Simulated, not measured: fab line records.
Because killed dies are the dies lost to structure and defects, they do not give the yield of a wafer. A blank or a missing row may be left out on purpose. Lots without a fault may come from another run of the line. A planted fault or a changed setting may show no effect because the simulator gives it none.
Which tool did it?    flow gf180mcu    Sampling: 6 lots, 17 wafers, 2 of 602 route steps

## WHAT EACH GAUGE READ, for each wafer
GF_M2_RS_MEAS_05: measurement is done with a four-point probe.
lot   measured      on             M2_ALCU_RS (ohm/sq)
L890  day 19 13:32  film metro-02  0.0704 0.0709 0.0706
L892  day 20 11:01  film metro-04  0.0691 0.0697 0.0688
L894  day 21 00:14  film metro-03  0.0694 0.0695 0.0691
L896  day 21 19:41  film metro-02  0.0700 0.0706 0.0700
L899  day 23 01:31  film metro-02  0.0699 0.0696 0.0695
L905  day 25 23:29  film metro-04  0.0486 0.0487 0.0486 0.0486

## WHICH TOOL RAN EACH LOT (tool, then ch and the chambers of the sampled wafers, then the start)
lot   GF_M2_SPUTTER_02
L890  pvd sputter-01, day 19 13:26
L892  pvd sputter-03, day 20 10:55
L894  pvd sputter-04, day 21 00:08
L896  pvd sputter-03, day 21 19:29
L899  pvd sputter-03, day 23 01:23
L905  pvd sputter-01, day 25 23:22
- GF_M2_SPUTTER_02: material AlCu, target thk 450 nm, time 23.9 s.

## THE ANSWER, worked out from the rows above alone
Rule: usual is defined by the lots themselves. Put in order of their means at a reading, lots are off if they are a third of the lots or fewer, leave a main group of 4 or more, and stand apart from it by a gap of 3 or more times the standard deviation of the main group's means; of several such gaps the widest counts. The tables above print the reading to a certain number of digits; a main group whose means all agree to those digits is not used. A lot without any number at a reading at which 4 lots or more have one is off too. The other lots that the step has rows for count as sound.
Off: L905, seen at GF_M2_RS_MEAS_05 (M2_ALCU_RS). For the main group the mean is 0.0698 ohm/sq and the standard deviation 0.00054.
If a tool, at a process step before that reading, ran all the lots that are off and no sound lot after the first of them, it fits. Those tools and the gauges at GF_M2_RS_MEAS_05 are tried in the same way. Undecided on this evidence; 2 tools fit (pvd sputter-01 at GF_M2_SPUTTER_02, film metro-04 at GF_M2_RS_MEAS_05).

## WHAT THE SIMULATOR HAD PUT IN
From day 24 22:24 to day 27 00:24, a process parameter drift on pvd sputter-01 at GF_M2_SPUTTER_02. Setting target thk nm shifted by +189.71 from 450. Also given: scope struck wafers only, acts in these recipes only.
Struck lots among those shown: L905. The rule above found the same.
